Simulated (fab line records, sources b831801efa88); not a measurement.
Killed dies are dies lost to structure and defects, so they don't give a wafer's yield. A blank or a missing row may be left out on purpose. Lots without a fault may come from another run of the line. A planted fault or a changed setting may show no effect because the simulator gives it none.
Split-lot experiment | flow sky130 | 5 lots, 23 wafers read, on a route of 708 steps

THE SPLIT
At SKY_SONOS_ONO_CVD_02 (deposits Si3N4 from DCS/NH3, target thk 10.5 nm, time 180 s), the setting time_s was moved away from the recipe's 180 s on 20 of the 23 wafers read, by -6.7% to +8.7%. The other wafers ran this setting at the recipe's value.

The file shows no step between the split and the reading.

THE READING
SONOS_ONO_CVD_02_THK, in nm, at SKY_SONOS_ONO_THK_MEAS_03. Fault-free wafers of this fab line usually give 10.44 nm, standard deviation 0.11 nm.

wafer  | tool, chamber at the split | time_s as run, s | against the recipe | SONOS_ONO_CVD_02_THK, nm | against lot-mates on the recipe
L074.1 | -, -                       | 173              | -3.9%              | 9.90                     | no lot-mate on the recipe
L074.3 | -, -                       | 173              | -3.9%              | 9.98                     | no lot-mate on the recipe
L074.4 | -, -                       | 173              | -3.9%              | 9.99                     | no lot-mate on the recipe
L074.5 | -, -                       | 173              | -3.9%              | 9.83                     | no lot-mate on the recipe
L074.6 | -, -                       | 173              | -3.9%              | 10.01                    | no lot-mate on the recipe
L075.1 | lpcvd-02, 0                | 180              | recipe             | 10.42                    | -
L075.3 | lpcvd-02, 0                | 180              | recipe             | 10.62                    | -
L075.4 | lpcvd-02, 0                | 180              | recipe             | 10.57                    | -
L079.1 | -, -                       | 195.6            | +8.7%              | 11.35                    | no lot-mate on the recipe
L079.2 | -, -                       | 195.6            | +8.7%              | 11.44                    | no lot-mate on the recipe
L079.4 | -, -                       | 195.6            | +8.7%              | 11.33                    | no lot-mate on the recipe
L079.5 | -, -                       | 195.6            | +8.7%              | 11.47                    | no lot-mate on the recipe
L079.6 | -, -                       | 195.6            | +8.7%              | 11.48                    | no lot-mate on the recipe
L082.2 | -, -                       | 168              | -6.7%              | 9.58                     | no lot-mate on the recipe
L082.3 | -, -                       | 168              | -6.7%              | 9.84                     | no lot-mate on the recipe
L082.4 | -, -                       | 168              | -6.7%              | 9.61                     | no lot-mate on the recipe
L082.5 | -, -                       | 168              | -6.7%              | 9.80                     | no lot-mate on the recipe
L082.6 | -, -                       | 168              | -6.7%              | 9.59                     | no lot-mate on the recipe
L084.1 | -, -                       | 169.4            | -5.9%              | 9.87                     | no lot-mate on the recipe
L084.2 | -, -                       | 169.4            | -5.9%              | 9.78                     | no lot-mate on the recipe
L084.3 | -, -                       | 169.4            | -5.9%              | 9.80                     | no lot-mate on the recipe
L084.5 | -, -                       | 169.4            | -5.9%              | 9.81                     | no lot-mate on the recipe
L084.6 | -, -                       | 169.4            | -5.9%              | 9.72                     | no lot-mate on the recipe

THE FIT
A straight line over all 23 wafers: SONOS_ONO_CVD_02_THK changes by +0.114 nm for each +1% of time_s; r = +0.99; the points scatter about the line by 0.094 nm.
Too few moved wafers have a lot-mate on the recipe to fit a line with each lot's own level taken away.

THE WHOLE CHAIN: every reading that the file lists as answering this split, in the file's order
step                      | what it does                                                | reading                                                                           | change (the file's fit)               | r (the file's)
SKY_SONOS_ONO_CVD_02      | deposits Si3N4 from DCS/NH3, target thk 10.5 nm, time 180 s | Si3N4_of_SONOS_ONO_CVD_02.thk_nm (the simulator's own value, which no gauge read) | +0.112 nm for each +1% of the setting | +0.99
SKY_SONOS_ONO_THK_MEAS_03 |                                                             | SONOS_ONO_CVD_02_THK                                                              | +0.114 for each +1% of the setting    | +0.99

THE FILE'S OWN FIT
SONOS_ONO_CVD_02_THK changes by +0.114 nm for each +1% of time_s, r = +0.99.
